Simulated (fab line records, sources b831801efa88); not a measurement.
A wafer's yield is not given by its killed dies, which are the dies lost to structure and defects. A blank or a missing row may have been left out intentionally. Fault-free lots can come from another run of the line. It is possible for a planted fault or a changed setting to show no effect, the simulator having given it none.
fab line records	flow gf180mcu
record lots=14	wafers=42	last-day=34
route steps=602 shown M3@414 V3@445
lots that met no fault: taken from a fault-free run of the same line
start-h: start of the lot's first displayed wafer, in hours after the record's first day	wait-h: hours from the lot's prior step to this one	" same as the row above	L1.1+2: several wafers, shown together as one row	- no value, or no start given	* or withheld: withheld	< > ~ a bound
route shown NAME@n: names a module that has steps shown in the file, with the first one's number in the route	usual: the fault-free wafers' mean and standard deviation	same: alike in all rows	chamber/n: place in a boat	sites: per-site readings	_std_site: how widely they spread, as a standard deviation	_edge_site: outer sites' mean less inner sites'	radius-mm: for every site, how far away it sits from the centre of the wafer	mask NAME#n: copy n	behind: the last tool/chamber to shape the wafer	hold: the reason the lot was held/the length of the hold in hours/how it ended	device: which transistor (n, p or np) failed to switch	end of line: tests of these same wafers at the route's end	for a step that has no rows: nothing shown but its recipe	killed: the dies lost at the first sort to structure and to defects; this is not the yield of the wafer	map: a wafer's dies, x killed, . not, _ none there
set.NAME: setting as actually run; set.NAME@STEP: the setting as run at that earlier step	model.NAME: the simulator's own value behind a step, which no gauge read
route steps across a sampled set of lots; one table per step, one row per wafer
services: the hour from which a tool's chamber was out of use, counted from the record's first day as start-h (under 0 if before that day), plus the number of hours and why
## steps
# step GF_M3_RS_MEAS_05
# recipe thk-meas-gauge=four-point-probe	reads=TiN_of_M3_SPUTTER_04+Ti_of_M3_SPUTTER_03+AlCu_of_M3_SPUTTER_02+TiN_of_M3_SPUTTER_01+Ti_of_M3_SPUTTER_00
# usual M3_ALCU_RS=0.0695/0.00086
lot.wafer	tool	chamber	start-h	wait-h	M3_ALCU_RS[ohm/sq]
L315.1	film-metro-03	-	466.44	0.0	0.0706
L315.2	"	-	"	"	0.0696
L315.5	"	-	"	"	0.0697
L316.1	film-metro-03	-	475.38	0.0	0.0689
L316.4	"	-	"	"	0.0695
L316.5	"	-	"	"	0.0704
L318.1	film-metro-04	-	492.83	0.0	0.0701
L318.3	"	-	"	"	0.0707
L318.6	"	-	"	"	0.0724
L319.1	film-metro-03	-	502.57	0.0	0.0699
L319.2	"	-	"	"	0.0682
L319.5	"	-	"	"	0.0679
L320.3	film-metro-03	-	512.22	0.1	0.0688
L320.5	"	-	"	"	0.0689
L320.6	"	-	"	"	0.0681
L322.3	film-metro-03	-	534.91	0.1	0.0694
L322.5	"	-	"	"	0.0700
L322.6	"	-	"	"	0.0696
L323.1	film-metro-03	-	540.89	0.0	0.0692
L323.5	"	-	"	"	0.0684
L323.6	"	-	"	"	0.0701
L324.1	film-metro-01	-	546.17	0.0	0.0689
L324.2	"	-	"	"	0.0696
L324.4	"	-	"	"	0.0692
L326.1	film-metro-04	-	567.48	0.0	0.0691
L326.3	"	-	"	"	0.0695
L326.5	"	-	"	"	0.0707
L327.1	film-metro-03	-	572.63	0.0	0.0700
L327.2	"	-	"	"	0.0689
L327.5	"	-	"	"	0.0699
L332.2	film-metro-01	-	614.39	0.0	0.0683
L332.4	"	-	"	"	0.0685
L332.6	"	-	"	"	0.0699
L333.2	film-metro-03	-	616.19	0.0	0.0695
L333.5	"	-	"	"	0.0702
L333.6	"	-	"	"	0.0695
L334.1	film-metro-03	-	620.15	0.0	0.0706
L334.2	"	-	"	"	0.0701
L334.5	"	-	"	"	0.0717
L338.1	film-metro-04	-	648.03	0.0	0.0698
L338.2	"	-	"	"	0.0703
L338.6	"	-	"	"	0.0711
# step GF_M3_OVL_MEAS_15
# usual M3_OVL=-2/5.3
lot.wafer	tool	chamber	start-h	wait-h	M3_OVL[nm]
L315.1	overlay-01	-	491.02	0.1	-2
L315.2	"	-	"	"	4
L315.5	"	-	"	"	4
L316.1	overlay-02	-	499.32	0.1	4
L316.4	"	-	"	"	-5
L316.5	"	-	"	"	5
L318.1	overlay-02	-	516.27	0.1	-2
L318.3	"	-	"	"	-3
L318.6	"	-	"	"	2
L319.1	overlay-01	-	525.77	0.1	-5
L319.2	"	-	"	"	-7
L319.5	"	-	"	"	-7
L320.3	overlay-02	-	535.43	0.1	3
L320.5	"	-	"	"	5
L320.6	"	-	"	"	4
L322.3	overlay-02	-	557.43	0.1	-11
L322.5	"	-	"	"	-4
L322.6	"	-	"	"	-2
L323.1	overlay-01	-	562.98	0.1	1
L323.5	"	-	"	"	-3
L323.6	"	-	"	"	-4
L324.1	overlay-02	-	568.23	0.1	1
L324.2	"	-	"	"	0
L324.4	"	-	"	"	-3
L326.1	overlay-02	-	588.72	0.1	-10
L326.3	"	-	"	"	-4
L326.5	"	-	"	"	-1
L327.1	overlay-02	-	593.88	0.1	3
L327.2	"	-	"	"	-2
L327.5	"	-	"	"	-1
L332.2	overlay-01	-	634.68	0.1	-6
L332.4	"	-	"	"	-5
L332.6	"	-	"	"	2
L333.2	overlay-01	-	635.97	0.1	9
L333.5	"	-	"	"	-4
L333.6	"	-	"	"	-3
L334.1	overlay-01	-	640.22	0.1	-6
L334.2	"	-	"	"	3
L334.5	"	-	"	"	2
L338.1	overlay-02	-	667.62	0.1	-4
L338.2	"	-	"	"	-7
L338.6	"	-	"	"	-5
# step GF_V3_ETCH_16
# recipe chemistry=N2/H2	target-depth-a=withheld	overetch-a=withheld	time-s=withheld	target=BARC	ion-energy-ev=200	source-w=500	bias-w=100	pressure-mtorr=30	n2-flow-sccm=100	h2-flow-sccm=200
# usual bias-w=100.0/0.31	chamber-pressure-mTorr=30.00/0.03	drypump-motor-current-A=5.8/0.41	oes-product-au=0.855/0.0048	throttle-valve-pct=13.225/0.0088
lot.wafer	tool	chamber	start-h	wait-h	bias-w	chamber-pressure-mTorr	drypump-motor-current-A	oes-product-au	throttle-valve-pct
L315.1	rie-diel-02	3	516.21	0.0	99.9	30.01	6.6	0.849	13.231
L315.2	"	0	"	"	100.1	30.01	5.5	0.853	13.238
L315.5	"	3	"	"	100.3	30.02	6.6	0.855	13.225
L316.1	rie-diel-02	0	523.75	0.0	100.0	30.01	5.5	0.856	13.221
L316.4	"	2	"	"	99.7	30.00	6.1	0.851	13.233
L316.5	"	0	"	"	99.9	30.00	5.5	0.853	13.221
L318.1	rie-diel-01	2	540.25	0.0	100.3	29.96	6.2	0.860	13.231
L318.3	"	0	"	"	99.3	30.04	5.9	0.850	13.223
L318.6	"	2	"	"	100.8	30.02	6.2	0.859	13.217
L319.1	rie-diel-01	0	549.91	0.0	99.9	29.96	5.9	0.860	13.234
L319.2	"	3	"	"	99.9	29.99	5.2	0.856	13.220
L319.5	"	3	"	"	99.8	30.04	5.2	0.853	13.237
L320.3	rie-diel-01	1	559.11	0.0	99.9	30.02	5.7	0.844	13.221
L320.5	"	1	"	"	100.2	30.00	5.7	0.846	13.239
L320.6	"	2	"	"	99.6	30.00	6.2	0.852	13.228
L322.3	rie-diel-02	2	580.71	0.0	100.2	30.00	6.1	0.866	13.229
L322.5	"	2	"	"	100.4	30.06	6.1	0.857	13.228
L322.6	"	1	"	"	100.0	30.00	5.6	0.856	13.219
L323.1	rie-diel-01	3	586.11	0.0	100.0	29.98	5.2	0.856	13.233
L323.5	"	2	"	"	100.6	29.98	6.2	0.850	13.238
L323.6	"	3	"	"	100.4	30.03	5.2	0.860	13.224
L324.1	rie-diel-04	2	591.50	0.0	99.6	29.99	5.3	0.853	13.221
L324.2	"	0	"	"	99.9	30.02	5.7	0.856	13.222
L324.4	"	3	"	"	100.1	30.04	5.8	0.859	13.237
L326.1	rie-diel-01	0	611.35	0.0	100.0	30.04	5.9	0.858	13.222
L326.3	"	3	"	"	100.0	30.02	5.2	0.851	13.221
L326.5	"	2	"	"	99.5	29.99	6.2	0.856	13.225
L327.1	rie-diel-02	0	616.11	0.0	100.2	29.98	5.5	0.852	13.229
L327.2	"	2	"	"	100.0	30.02	6.1	0.854	13.229
L327.5	"	2	"	"	100.2	30.02	6.1	0.855	13.219
L332.2	rie-diel-01	2	655.80	0.0	-	-	-	-	-
L332.4	"	0	"	"	-	-	-	-	-
L332.6	"	1	"	"	-	-	-	-	-
L333.2	rie-diel-02	2	657.47	0.0	-	-	-	-	-
L333.5	"	0	"	"	-	-	-	-	-
L333.6	"	3	"	"	-	-	-	-	-
L334.1	rie-diel-02	0	661.02	0.0	99.9	29.99	5.5	0.865	13.225
L334.2	"	1	"	"	100.6	30.00	5.6	0.857	13.223
L334.5	"	3	"	"	99.8	30.04	6.6	0.849	13.229
L338.1	rie-diel-02	0	688.05	0.0	100.3	29.99	5.5	0.853	13.219
L338.2	"	2	"	"	99.9	30.03	6.0	0.855	13.220
L338.6	"	3	"	"	100.4	30.02	6.6	0.851	13.225
# step GF_V3_ETCH_17
# recipe chemistry=C4F8/O2/Ar	mask-material=KrF	target=SiO2	stop-on=TiN	source-w=1500	bias-w=1200	pressure-mtorr=40	c4f8-flow-sccm=withheld	O2_flow_sccm=6	Ar_flow_sccm=300	time-s=withheld	target-depth-a=6350
# usual bias-w=1200/3.3	chamber-pressure-mTorr=40.00/0.038	oes-product-au=0.856/0.0047
lot.wafer	tool	chamber	start-h	wait-h	bias-w	chamber-pressure-mTorr	oes-product-au
L315.1	rie-diel-02	3	-	-	1200	40.02	0.854
L315.2	"	0	"	"	1199	40.01	0.864
L315.5	"	3	"	"	1198	40.02	0.857
L316.1	rie-diel-02	0	-	-	1197	40.04	0.852
L316.4	"	2	"	"	1200	40.00	0.860
L316.5	"	0	"	"	1199	39.97	0.860
L318.1	rie-diel-01	2	-	-	1201	39.96	0.867
L318.3	"	0	"	"	1204	40.03	0.858
L318.6	"	2	"	"	1195	40.02	0.855
L319.1	rie-diel-01	0	-	-	1197	39.96	0.859
L319.2	"	3	"	"	1199	40.04	0.857
L319.5	"	3	"	"	1199	40.05	0.863
L320.3	rie-diel-01	1	-	-	1195	40.03	0.849
L320.5	"	1	"	"	1199	40.06	0.854
L320.6	"	2	"	"	1200	39.98	0.850
L322.3	rie-diel-02	2	-	-	1201	40.09	0.854
L322.5	"	2	"	"	1200	40.00	0.866
L322.6	"	1	"	"	1194	40.09	0.857
L323.1	rie-diel-01	3	-	-	1202	39.98	0.849
L323.5	"	2	"	"	1206	39.97	0.855
L323.6	"	3	"	"	1199	39.97	0.849
L324.1	rie-diel-04	2	-	-	1200	39.95	0.857
L324.2	"	0	"	"	1199	40.03	0.859
L324.4	"	3	"	"	1207	39.98	0.857
L326.1	rie-diel-01	0	-	-	1201	39.95	0.854
L326.3	"	3	"	"	1202	39.94	0.853
L326.5	"	2	"	"	1203	39.96	0.852
L327.1	rie-diel-02	0	-	-	1197	39.97	0.859
L327.2	"	2	"	"	1199	40.00	0.851
L327.5	"	2	"	"	1199	40.02	0.850
L332.2	rie-diel-01	2	-	-	1206	40.01	0.368
L332.4	"	0	"	"	1200	39.99	0.371
L332.6	"	1	"	"	1207	39.96	0.374
L333.2	rie-diel-02	2	-	-	1204	39.98	0.379
L333.5	"	0	"	"	1205	39.97	0.377
L333.6	"	3	"	"	1204	39.96	0.372
L334.1	rie-diel-02	0	-	-	1208	40.03	0.852
L334.2	"	1	"	"	1201	40.01	0.854
L334.5	"	3	"	"	1192	40.06	0.848
L338.1	rie-diel-02	0	-	-	1201	39.98	0.852
L338.2	"	2	"	"	1206	39.98	0.858
L338.6	"	3	"	"	1194	40.00	0.855
# step GF_V3_STRIP_18
# recipe chemistry=O2/N2	power-w=1400	pressure-mtorr=1500	platen-temp-c=250	o2-flow-sccm=3000	n2-flow-sccm=300	overash-fraction=0.5
# usual drypump-motor-current-A=5.9/0.39	heater-power-w=311/28	oes-product-au=0.592/0.0048	platen-temp-c=250.07/0.19
lot.wafer	tool	chamber	start-h	wait-h	drypump-motor-current-A	heater-power-w	oes-product-au	platen-temp-c	rf-hours-counter-h
L315.1	plasma-asher-02	1	516.34	-	6.2	333	0.590	250.51	70
L315.2	"	0	"	"	5.7	302	0.594	250.28	70
L315.5	"	1	"	"	6.2	329	0.586	250.18	-
L316.1	plasma-asher-01	1	523.88	-	5.1	333	0.595	250.09	44
L316.4	"	1	"	"	5.1	337	0.586	249.78	-
L316.5	"	1	"	"	5.1	335	0.583	249.92	-
L318.1	plasma-asher-02	0	540.38	-	5.7	296	0.580	250.08	72
L318.3	"	1	"	"	6.2	329	0.588	250.13	-
L318.6	"	0	"	"	5.6	306	0.590	250.01	-
L319.1	plasma-asher-02	1	550.03	-	6.2	344	0.593	249.63	73
L319.2	"	0	"	"	5.6	294	0.590	250.24	73
L319.5	"	1	"	"	6.2	326	0.586	249.93	-
L320.3	plasma-asher-01	0	559.27	-	6.2	248	0.589	250.21	-
L320.5	"	1	"	"	5.1	331	0.593	250.06	-
L320.6	"	0	"	"	6.2	245	0.589	250.19	-
L322.3	plasma-asher-02	0	580.87	-	5.6	300	0.585	249.88	-
L322.5	"	1	"	"	6.2	326	0.597	250.09	-
L322.6	"	0	"	"	5.6	306	0.595	249.72	-
L323.1	plasma-asher-04	1	586.24	-	6.2	313	0.588	250.18	93
L323.5	"	1	"	"	6.2	306	0.589	250.16	-
L323.6	"	0	"	"	6.3	341	0.593	250.14	-
L324.1	plasma-asher-01	0	591.63	-	6.2	256	0.596	249.97	51
L324.2	"	1	"	"	5.1	336	0.596	249.82	51
L324.4	"	0	"	"	6.2	249	0.589	249.98	-
L326.1	plasma-asher-02	0	611.48	-	5.7	303	0.606	250.09	80
L326.3	"	1	"	"	6.2	328	0.597	250.07	-
L326.5	"	0	"	"	5.7	308	0.579	250.27	-
L327.1	plasma-asher-02	1	616.23	-	6.2	336	0.596	250.15	80
L327.2	"	0	"	"	5.7	307	0.585	250.13	80
L327.5	"	1	"	"	6.2	325	0.589	250.00	-
L332.2	plasma-asher-02	1	655.93	-	6.1	332	0.617	250.38	85
L332.4	"	1	"	"	6.2	328	0.606	250.08	-
L332.6	"	0	"	"	5.7	306	0.605	249.87	-
L333.2	plasma-asher-02	1	657.60	-	6.2	328	0.608	250.19	85
L333.5	"	1	"	"	6.1	328	0.607	250.02	-
L333.6	"	0	"	"	5.6	300	0.607	250.40	-
L334.1	plasma-asher-01	1	661.15	-	5.1	331	0.599	250.19	59
L334.2	"	0	"	"	6.2	244	0.597	250.18	59
L334.5	"	1	"	"	5.1	344	0.592	250.28	-
L338.1	plasma-asher-02	0	688.18	-	5.7	299	0.590	249.99	89
L338.2	"	1	"	"	6.2	330	0.590	250.16	89
L338.6	"	0	"	"	5.7	310	0.587	250.06	-
# step GF_V3_SPUTTER_22
# recipe material=TiN	target-thk-nm=10	chamber-pressure-pa=5	power-w=4000	time-s=40
# usual chamber-pressure-pa=5.000/0.0099	throttle-valve-pct=29.3/0.74
lot.wafer	tool	chamber	start-h	wait-h	chamber-pressure-pa	throttle-valve-pct
L315.1	pvd-sputter-02	-	516.97	0.0	4.994	29.7
L315.2	"	-	"	"	4.995	29.5
L315.5	"	-	"	"	4.999	29.5
L316.1	pvd-sputter-04	-	524.51	0.0	4.990	27.7
L316.4	"	-	"	"	4.989	29.2
L316.5	"	-	"	"	5.000	27.6
L318.1	pvd-sputter-02	-	541.49	0.0	5.001	29.2
L318.3	"	-	"	"	5.003	29.9
L318.6	"	-	"	"	5.011	30.0
L319.1	pvd-sputter-02	-	550.97	0.0	5.006	29.4
L319.2	"	-	"	"	4.992	29.6
L319.5	"	-	"	"	5.002	29.1
L320.3	pvd-sputter-01	-	559.83	0.0	4.991	30.3
L320.5	"	-	"	"	5.006	29.0
L320.6	"	-	"	"	4.996	29.0
L322.3	pvd-sputter-04	-	581.43	0.0	4.995	28.9
L322.5	"	-	"	"	4.999	27.8
L322.6	"	-	"	"	4.983	28.6
L323.1	pvd-sputter-01	-	586.83	0.0	4.992	29.3
L323.5	"	-	"	"	5.003	29.0
L323.6	"	-	"	"	4.983	29.3
L324.1	pvd-sputter-01	-	592.63	0.0	5.004	29.2
L324.2	"	-	"	"	5.011	28.7
L324.4	"	-	"	"	4.993	29.3
L326.1	pvd-sputter-02	-	612.08	0.0	4.995	29.8
L326.3	"	-	"	"	4.991	29.6
L326.5	"	-	"	"	5.007	29.9
L327.1	pvd-sputter-01	-	616.87	0.0	5.011	29.1
L327.2	"	-	"	"	5.010	29.3
L327.5	"	-	"	"	5.014	29.4
L332.2	pvd-sputter-01	-	656.55	0.0	5.001	29.0
L332.4	"	-	"	"	4.998	30.4
L332.6	"	-	"	"	5.008	28.4
L333.2	pvd-sputter-01	-	658.26	0.0	4.991	30.5
L333.5	"	-	"	"	4.994	29.3
L333.6	"	-	"	"	4.983	30.3
L334.1	pvd-sputter-02	-	661.75	0.0	4.996	29.6
L334.2	"	-	"	"	5.009	29.0
L334.5	"	-	"	"	5.003	29.7
L338.1	pvd-sputter-04	-	688.81	0.0	4.983	30.7
L338.2	"	-	"	"	4.986	27.8
L338.6	"	-	"	"	4.989	27.6
## services
tool	chamber	start-h	hours	kind
rie-diel-01	1	492.31	-	clean
rie-diel-01	1	492.31	13.9	scheduled-down
rie-diel-01	1	492.31	13.9	vent-cycle
rie-diel-01	-	510.11	14.6	pm
plasma-asher-01	-	510.45	1.6	repair
rie-diel-04	0	521.32	4.0	repair
pvd-sputter-02	-	532.14	1.9	repair
plasma-asher-01	-	535.83	2.8	pm
rie-diel-01	3	551.53	3.8	repair
plasma-asher-04	-	552.64	12.2	pm
pvd-sputter-01	2	574.98	-	consumable-replace:kit
pvd-sputter-01	2	574.98	18.0	scheduled-down
pvd-sputter-04	-	578.05	0.6	repair
pvd-sputter-02	-	582.16	6.3	repair
rie-diel-02	3	592.59	1.6	repair
rie-diel-04	2	604.35	15.9	repair
pvd-sputter-02	-	609.45	1.8	repair
rie-diel-04	-	618.96	0.9	repair
plasma-asher-04	-	650.45	14.6	repair
pvd-sputter-02	-	656.80	3.7	repair
plasma-asher-01	-	663.11	1.5	repair
pvd-sputter-02	-	665.41	0.9	repair
plasma-asher-02	-	672.96	0.8	repair
plasma-asher-02	-	681.28	0.7	repair
## key
first-sign step=GF_V3_ETCH_16	reading=tool-record	direction=missing
effect step=GF_V3_ETCH_17	reading=oes-product-au	direction=down	sigmas=99+	usual=0.856	struck=0.374
effect step=GF_V3_STRIP_18	reading=oes-product-au	direction=up	sigmas=3.5	usual=0.592	struck=0.608
met-at GF_V3_ETCH_16
struck-lots L332,L333
later-rows-left-out L332.2,L332.4,L332.6,L333.2,L333.5,L333.6
sort-left-out L332.2,L332.4,L332.6,L333.2,L333.5,L333.6
not-acting-at GF_M3_RS_MEAS_05,GF_M3_OVL_MEAS_15,GF_V3_SPUTTER_22
onset-between 616.11 655.80
fault kind=skipped-step-whole	tool=rie-diel-01,rie-diel-02	chamber=-	onset-h=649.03	steps=GF_V3_ETCH_16	scope=struck-lots-only
# sort-left-out: the simulated sort isn't trusted on such a fault, so these wafers' sort isn't shown, and their yield isn't known
# later-rows-left-out: the simulator's readings of these wafers behind a module that went badly wrong aren't trusted and aren't shown, but for the sort
